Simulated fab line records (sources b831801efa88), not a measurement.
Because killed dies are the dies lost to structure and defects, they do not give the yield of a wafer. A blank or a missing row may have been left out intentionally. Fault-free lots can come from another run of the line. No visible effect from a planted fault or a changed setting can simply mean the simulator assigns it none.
A lot that was struck, set against a sound lot | flow sky130 | 17 steps out of a route of 708
Sound: wafers L509.4, L509.5, L509.6. Struck: wafer L498.2; the same lot's L498.4 was not struck, so it is left out; see the end for the cause.
Per side, at each step with rows, come the tool, then ch with its chambers, and then its first start. Under that, the readings that differ: sound wafers | struck wafers | difference of the means | sigmas: that difference in standard deviations of wafers without a fault.
alike: readings with means less than 2 such deviations apart, plus words and numbers identical on both sides. not compared: withheld readings, readings lacking a value on some wafer, bounds such as >300 that could conceal the same value, and numbers that have no deviation in the record and whose values overlap.
The two part at a step that has a row with sigmas, a row that says differs or no value, or rows on one side only. Numbers that have no deviation but don't overlap get no sigmas and don't part them. Lack of a reading on every wafer of one side parts them only where that side has two or more wafers.

first, 2 steps without rows for these wafers: SKY_LOCAL_INTERCONNECT_PEB_09; SKY_LOCAL_INTERCONNECT_DEVELOP_10 (develop time 60 s).
SKY_LOCAL_INTERCONNECT_CD_MEAS_11 targets a cd of 170 nm.
  sound on cd_sem-02, day 36 10:47; struck on cd_sem-02, day 33 08:28
  alike: cd_nm
SKY_LOCAL_INTERCONNECT_OVL_MEAS_12:
  sound on overlay-02, day 36 10:51; struck on overlay-02, day 33 08:35
  alike: LOCAL_INTERCONNECT_OVL
SKY_LOCAL_INTERCONNECT_ETCH_13: etches BARC in N2/H2, stops on SiO2, time 45.9 s, target depth 60 nm.
  sound on rie_metal-03 ch 0,1, day 36 10:54; struck on rie_metal-03 ch 1, day 33 08:37
  reading                | sound             | struck | difference                   | sigmas
  oes_product_au (a.u.)  | 0.857 0.854 0.865 | 0.848  | -0.011                       | -2
  rf_hours_counter_h (h) | - - -             | 3      | no value on the sound wafers |
  alike: chamber_pressure_mTorr, drypump_motor_current_A, throttle_valve_pct
SKY_LOCAL_INTERCONNECT_METAL_ETCH_14: etches TiN in Cl2/BCl3, stops on PSG, target depth 110 nm, time 31.4 s.
  sound on rie_metal-03 ch 0,1, day 36 10:59; struck on rie_metal-03 ch 1, day 33 08:40
  reading                | sound | struck | difference                   | sigmas
  rf_hours_counter_h (h) | - - - | 3      | no value on the sound wafers |
  alike: chamber_pressure_mTorr, drypump_motor_current_A, mfc_cl2_sccm, oes_product_au, throttle_valve_pct
SKY_LOCAL_INTERCONNECT_STRIP_15: strips in O2/N2.
  sound on plasma_asher-04 ch 0,1, day 36 11:04; struck on plasma_asher-04 ch 1, day 33 08:43
  reading                | sound | struck | difference                   | sigmas
  rf_hours_counter_h (h) | - - - | 66     | no value on the sound wafers |
  alike: chamber_pressure_mTorr, drypump_motor_current_A, o2_flow_sccm, oes_product_au, strip_time_to_endpoint_s
then, 3 steps without rows for these wafers: SKY_LOCAL_INTERCONNECT_STRIP_16 (strips in post etch residue remover, time 1200 s); SKY_LOCAL_INTERCONNECT_CLEAN_17 (cleans in IPA, time 180 s); SKY_LOCAL_INTERCONNECT_CLEAN_18 (cleans in O3/DIW).
SKY_CONTACT_CVD_00: deposits Si3N4, target thk 75 nm.
  sound on pecvd-04 ch 0,1,2, day 36 11:38; struck on pecvd-02 ch 1, day 33 09:19
  alike: heater_power_w
SKY_CONTACT_THK_MEAS_01:
  sound on film_metro-03, day 36 11:41; struck on film_metro-01, day 33 09:22
  alike: CONTACT_CVD_00_THK
SKY_CONTACT_HDPCVD_02: deposits SiO2, target thk 565 nm, time 94.2 s.
  sound on hdpcvd-02 ch 0,1,2, day 36 11:44; struck on hdpcvd-02 ch 0, day 33 09:25
  reading                                     | sound             | struck | difference | sigmas
  model.SiO2_of_CONTACT_HDPCVD_02.thk_nm (nm) | 560.6 562.6 563.3 | 917.3  | +355.1     |
SKY_CONTACT_THK_MEAS_03:
  sound on film_metro-02, day 36 11:49; struck on film_metro-02, day 33 09:43
  reading                 | sound       | struck | difference | sigmas
  CONTACT_HDPCVD_THK (nm) | 561 563 563 | 917    | +355       | +62
  not compared: hold
SKY_CONTACT_CMP_04: polishes SiO2.
  sound on cmp-01 ch 0,2,3, day 36 11:59; struck on cmp-01 ch 0, day 33 12:40
  reading                | sound    | struck                   | difference                   | sigmas
  hold                   | - - -    | await_dispo/2.9h/release | no value on the sound wafers |
  time_to_endpoint_s (s) | 81 82 83 | 202                      | +120                         | +34
  alike: motor_current_A, platen_rpm
SKY_CONTACT_BOW_MEAS_05:
  sound on film_metro-01, day 36 12:12; struck on film_metro-02, day 33 13:04
  alike: CONTACT_BOW
-- the record jumps here: 15 days lie between the struck wafers' starts before and after (it left off in module CONTACT and takes up again in module PAD_OPEN, whose first step shown is number 708 of the route) --
SKY_PAD_OPEN_PROBE_99:
  sound on prober-02, day 50 06:49; struck on prober-01, day 48 02:08
  reading | sound | struck                   | difference                   | sigmas
  hold    | - - - | await_dispo/1.7h/release | no value on the sound wafers |
  alike: killed_at_M0_to_M3, killed_at_M4_up, killed_at_contacts, killed_at_front_end, killed_at_other, killed_dies, killed_open, killed_short

== WHERE THEY PART ==
At SKY_LOCAL_INTERCONNECT_ETCH_13 first; at SKY_PAD_OPEN_PROBE_99 last (within this record only).

WHY: whatever the simulator had introduced
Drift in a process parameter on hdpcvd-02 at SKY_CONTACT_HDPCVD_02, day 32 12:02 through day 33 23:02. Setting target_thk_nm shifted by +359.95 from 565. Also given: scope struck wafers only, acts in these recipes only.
